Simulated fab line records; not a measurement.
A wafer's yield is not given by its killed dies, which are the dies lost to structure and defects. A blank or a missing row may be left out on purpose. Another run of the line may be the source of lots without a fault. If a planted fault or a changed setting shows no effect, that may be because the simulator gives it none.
What tool caused it? ; flow gf180mcu ; route of 602 steps, sampled at 1 step: 12 lots, 36 wafers

## WHAT EACH GAUGE READ, for each wafer
GF_HV_LDD_OVL_MEAS_32.
lot;measured;on;HV_LDD_02_OVL (nm)
L075;day 11 20:39;overlay-01;1.7 1.3 3.1
L077;day 12 12:06;overlay-02;1.4 2.1 1.7
L079;day 13 03:47;overlay-02;-2.6 0.1 -1.8
L081;day 13 17:16;overlay-02;-3.2 -3.4 -1.8
L083;day 14 12:33;overlay-01;0.0 0.1 -1.0
L085;day 15 03:29;overlay-01;-2.3 -0.2 0.0
L087;day 15 14:57;overlay-01;0.5 0.9 0.4
L089;day 16 14:26;overlay-02;2.0 1.3 0.6
L091;day 17 07:59;overlay-01;1.6 0.8 1.1
L093;day 17 18:57;overlay-02;1.4 0.5 1.6
L095;day 18 10:06;overlay-02;2.2 1.5 1.5
L097;day 19 04:52;overlay-01;-1.2 0.2 0.1

## WHAT TOOL EACH LOT RAN ON (gives the tool, then ch and the chambers of the sampled wafers, and finally the start)
The record holds no process step before these readings.

## THE ANSWER, worked out from the rows above alone
Rule: the lots themselves supply what counts as usual. The widest of any qualifying gaps counts: lots, ordered by their means at a reading, are off when they make up no more than a third of the lots, leave a main group of 4 or more, and stand apart from it by 3 or more times the standard deviation of that group's means. Not used: any main group whose means are identical at the precision the tables above print for the reading. Also off: a lot with no number at a reading for which 4 or more lots have one. Any other lot the step has rows for is counted as sound.
No lot is off on any of the readings shown, so nothing can be concluded from this.

## WHAT WAS PUT IN BY THE SIMULATOR
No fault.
